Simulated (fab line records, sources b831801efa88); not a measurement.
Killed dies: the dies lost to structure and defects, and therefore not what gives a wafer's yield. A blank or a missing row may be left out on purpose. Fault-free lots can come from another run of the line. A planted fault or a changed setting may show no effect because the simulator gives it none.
A single fault, viewed from 2 desks / flow sky130 / every desk sees just its own numbers, and what lay behind them comes last

== METROLOGY DESK ==
Means of the sampled wafers that have a number, per lot and without regard to the tool the lot ran on: this is what the gauges read. Any lot whose mean is over 4 standard deviations away from the usual mean is out of limits and marked OUT; that distance is given in the brackets.
Columns: A = cd nm at SKY_SD_P_CD_MEAS_07, usual 380.8 nm; B = RES_XHIGH_TW at SKY_RES_XHIGH_TW_MEAS_09, usual 1637; C = cd nm at SKY_SD_N_CD_MEAS_07, usual 380.4 nm; D = SD_N_OVL at SKY_SD_N_OVL_MEAS_08, usual -0.6 nm; E = SD_N_TW at SKY_SD_N_TW_MEAS_12, usual 3961; F = LI_CONTACT_HDPCVD_THK at SKY_LI_CONTACT_THK_MEAS_01, usual 926 nm
lot=L642; first seen here=day 27 08:44; A=380.5; B=1665; C=380.7; D=-1.1; E=4051; F=935
lot=L643; first seen here=day 27 09:51; A=381.3; B=1631; C=380.3; D=-0.6; E=3973; F=911
lot=L644; first seen here=day 27 21:30; A=380.6; B=1631; C=378.7; D=1.1; E=3951; F=921
lot=L645; first seen here=day 27 22:22; A=382.6; B=1632; C=381.6; D=-0.7; E=3956; F=922
lot=L646; first seen here=day 28 04:58; A=381.2; B=1669; C=377.1; D=0.2; E=3993; F=931
lot=L647; first seen here=day 28 20:07; A=381.2; B=1664; C=382.5; D=-0.2; E=3951; F=932
lot=L649; first seen here=day 29 04:13; A=380.9; B=1631; C=381.6; D=0.8; E=3952; F=915
lot=L652; first seen here=day 30 05:35; A=377.3; B=1624; C=379.6; D=-2.9; E=3991; F=928
lot=L654; first seen here=day 30 15:37; A=385.6; B=1624; C=-; D=-; E=30 (-98) OUT; F=938
lot=L653; first seen here=day 30 16:52; A=376.8; B=1626; C=-; D=-; E=30 (-98) OUT; F=931
lot=L655; first seen here=day 31 21:08; A=384.7; B=1626; C=383.9; D=-2.0; E=3929; F=940
lot=L662; first seen here=day 32 20:52; A=380.7; B=1626; C=379.3; D=-2.0; E=3961; F=917
This desk's result: L653, L654 out of limits, first on L654 (SD_N_TW at SKY_SD_N_TW_MEAS_12), day 32 22:16. In limits: L642, L643, L644, L645, L646, L647, L649, L652, L655, L662.

== DESK OF THE TOOL OWNER: litho track-04 ==
The tool's own readings at SKY_SD_N_DEVELOP_06 (develop time 60 s): means of the sampled wafers that have a number, for each lot that ran on this tool. Any lot whose mean is over 4 standard deviations away from the usual mean is out of limits and marked OUT; that distance is given in the brackets.
Columns: A = resist line temp C at SKY_SD_N_DEVELOP_06, usual 22.98 C
lot=L642; first seen here=day 29 16:43; A=23.01
lot=L646; first seen here=day 30 14:24; A=22.93
lot=L647; first seen here=day 31 04:54; A=23.09
lot=L652; first seen here=day 32 13:24; A=22.99
lot=L654; first seen here=day 32 21:34; A=23.07
lot=L653; first seen here=day 32 22:10; A=22.94
This desk's verdict: no lot among the 6 shows anything out of limits.

== TAKEN TOGETHER ==
L653, L654 would have let the metrology desk raise an alarm at day 32 22:16.
The tool owner's desk saw nothing out of limits.
Tool owner's desk: L653, L654 on record, inside its limits.
Every lot named ran SKY_SD_N_DEVELOP_06 on litho track-04.

== WHAT WAS PUT IN BY THE SIMULATOR ==
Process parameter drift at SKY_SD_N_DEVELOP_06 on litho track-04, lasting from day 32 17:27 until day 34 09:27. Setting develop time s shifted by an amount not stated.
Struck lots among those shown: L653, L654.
Hours from the fault's start to each desk's first reading out of limits: the metrology desk, 5.
